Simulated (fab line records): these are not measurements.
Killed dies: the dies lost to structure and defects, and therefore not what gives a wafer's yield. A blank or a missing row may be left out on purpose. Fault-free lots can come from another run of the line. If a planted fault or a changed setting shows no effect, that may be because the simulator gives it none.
Chamber matching | flow gf180mcu | cmp-02 running GF_V2_CMP_26: 4 sister chambers
The step polishes, stops on SiO2, t overpolish 15 s, target thk 0 nm. 4 wafers are shown with their chamber, then 9 later ones without.

## WAFERS WITH THEIR CHAMBER
wafer  | chamber | motor current A (A)
L954.3 | 3       | 9.8
L965.1 | 0       | 11.4
L965.3 | 1       | 12.7
L965.4 | 2       | 13.8

## WAFERS WITHOUT THEIR CHAMBER
wafer  | motor current A (A)
L967.1 | 13.5
L967.3 | 9.4
L967.6 | 11.0
L968.3 | 12.4
L968.4 | 12.9
L968.6 | 11.4
L969.1 | 13.4
L969.2 | 9.7
L969.6 | 9.5

## THE CHAMBER EACH PASSED THROUGH
wafer  | from the rows above     | in truth
L967.1 | can't be placed: 2 or 1 | 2
L967.3 | 3                       | 3
L967.6 | 0                       | 0
L968.3 | 1                       | 1
L968.4 | 1                       | 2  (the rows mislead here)
L968.6 | 0                       | 0
L969.1 | can't be placed: 2 or 1 | 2
L969.2 | 3                       | 3
L969.6 | 3                       | 3
Placed correctly: 6 of 9. Not placeable from these rows: 2 (in 2, the candidates include the true chamber). Number placed wrongly: 1.
How it was worked out, from the rows above alone: a wafer's distance from a chamber is the root of the sum, over the readings, of the square of ((its reading less the chamber's mean) divided by the reading's scatter). The wafer belongs to the nearest chamber; if the next one is less than 2 further off, it can't be placed. Each chamber's mean is taken over the wafers shown for it. The scatter: root of mean squared gap, hidden wafer to nearest shown wafer, with one shown wafer a chamber.
